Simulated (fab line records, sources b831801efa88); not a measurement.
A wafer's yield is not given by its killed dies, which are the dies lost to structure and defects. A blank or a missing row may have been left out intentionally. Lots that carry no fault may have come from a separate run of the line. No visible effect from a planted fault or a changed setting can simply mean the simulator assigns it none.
Matching of chambers -- flow gf180mcu -- rie-diel-04 running GF_HV_LDD_ETCHBACK_58: 4 sister chambers
The step etches Si3N4 in CH3F/O2, stops on SiO2, time 100 s, target depth 90 nm. 14 wafers are shown with their chamber, then 7 later ones without.

## WAFERS PAIRED WITH THEIR CHAMBERS
wafer,chamber,throttle-valve-pct (%),oes-product-au (a.u.)
L642.3,1,10.562,0.834
L642.5,3,10.569,0.840
L642.6,2,10.569,0.837
L646.2,0,10.546,0.840
L646.3,2,10.552,0.832
L646.4,3,10.577,0.839
L648.1,3,10.541,0.840
L648.3,1,10.543,0.836
L648.4,2,10.559,0.833
L655.1,2,10.563,0.837
L655.3,1,10.570,0.846
L655.4,0,10.544,0.844
L656.3,3,10.557,0.840
L656.4,2,10.558,0.842

SIGNATURES (means of the wafers above)
reading,chamber 0,chamber 1,chamber 2,chamber 3,scatter within a chamber
throttle-valve-pct,10.54500,10.55833,10.56020,10.56100,0.0113
oes-product-au,0.84200,0.83867,0.83620,0.83975,0.00393
Rule: a wafer lies at a distance from a chamber equal to the root of the sum of squares, over the readings, of (its reading less the chamber's mean, divided by the reading's scatter). If the next closest chamber is less than 2 further off than the closest, the wafer can't be placed; otherwise it belongs to the closest. How the scatter is found: for the shown wafers, subtract from each reading the mean of its chamber, square and add these, divide the total by (wafers less chambers), then take the root.

## WAFERS WITHOUT THEIR CHAMBER
wafer,throttle-valve-pct (%),oes-product-au (a.u.)
L656.6,10.563,0.839
L664.1,10.540,0.842
L664.2,10.554,0.841
L664.6,10.571,0.846
L665.1,10.553,0.828
L665.5,10.578,0.835
L665.6,10.561,0.838

## THE CHAMBER EACH PASSED THROUGH
wafer,from the rows above,in truth
L656.6,can't be placed: 3 or 1 or 2 or 0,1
L664.1,can't be placed: 0 or 1 or 3 or 2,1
L664.2,can't be placed: 3 or 1 or 0 or 2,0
L664.6,can't be placed: 3 or 1 or 0 or 2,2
L665.1,can't be placed: 2 or 1 or 3 or 0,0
L665.5,can't be placed: 2 or 3 or 1 or 0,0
L665.6,can't be placed: 1 or 3 or 2 or 0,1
Correct placement for 0 of the 7. Can't be placed from these rows: 7 (the true chamber is among the candidates in 7). Placed wrongly: 0.
